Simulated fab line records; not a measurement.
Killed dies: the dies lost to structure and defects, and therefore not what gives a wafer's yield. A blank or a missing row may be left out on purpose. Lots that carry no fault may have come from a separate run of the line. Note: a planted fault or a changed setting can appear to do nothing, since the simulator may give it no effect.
Which of the tools did it? -- flow gf180mcu -- 6 lots, 18 wafers sampled, at 3 steps of a route of 602

## WHAT THE GAUGES READ, wafer by wafer
GF_MIM_THK_MEAS_06.
lot,measured,on,MIM_CVD_05_THK (nm)
L800,day 25 13:07,filmMetro-02,41.6 42.4 42.4
L802,day 26 11:28,filmMetro-01,42.2 42.2 42.1
L804,day 26 20:06,filmMetro-01,41.8 42.7 43.0
L812,day 30 08:18,filmMetro-01,41.8 41.9 42.1
L816,day 30 08:56,filmMetro-03,42.0 42.4 42.5
L820,day 31 09:25,filmMetro-03,42.2 42.6 42.5

## WHICH TOOL RAN EACH LOT (tool, then ch and the chambers of the sampled wafers, then the start)
lot,GF_M1_STRIP_17,GF_V4_ETCH_16
L800,"plasmaAsher-01 ch 1, day 18 07:40","rieDiel-03 ch 1,2, day 25 11:29"
L802,"plasmaAsher-01 ch 0,1, day 19 07:47","rieDiel-03 ch 0,1,2, day 26 09:29"
L804,"plasmaAsher-03 ch 0,1, day 19 16:37","rieDiel-03 ch 2,3, day 26 18:29"
L812,"plasmaAsher-03 ch 0,1, day 22 20:37","rieDiel-03 ch 0,1,3, day 29 08:59"
L816,"plasmaAsher-03 ch 0,1, day 23 22:45","rieDiel-01 ch 0,1, day 30 06:41"
L820,"plasmaAsher-02 ch 0,1, day 25 05:39","rieDiel-01 ch 0,1,3, day 31 07:49"
- GF_M1_STRIP_17: strips in O2/N2.
- GF_V4_ETCH_16: etches BARC in N2/H2.

## THE ANSWER, worked out from the rows above alone
Rule: what is usual is taken from the lots themselves. The widest of any qualifying gaps counts: lots, ordered by their means at a reading, are off when they make up no more than a third of the lots, leave a main group of 4 or more, and stand apart from it by 3 or more times the standard deviation of that group's means. A main group is skipped when, at the precision printed for the reading in the tables above, its means are all equal. Also off: a lot with no number at a reading for which 4 or more lots have one. The other lots that the step has rows for count as sound.
No lot is off on any of the readings shown, so nothing can be concluded from this.

## WHAT WAS PUT IN BY THE SIMULATOR
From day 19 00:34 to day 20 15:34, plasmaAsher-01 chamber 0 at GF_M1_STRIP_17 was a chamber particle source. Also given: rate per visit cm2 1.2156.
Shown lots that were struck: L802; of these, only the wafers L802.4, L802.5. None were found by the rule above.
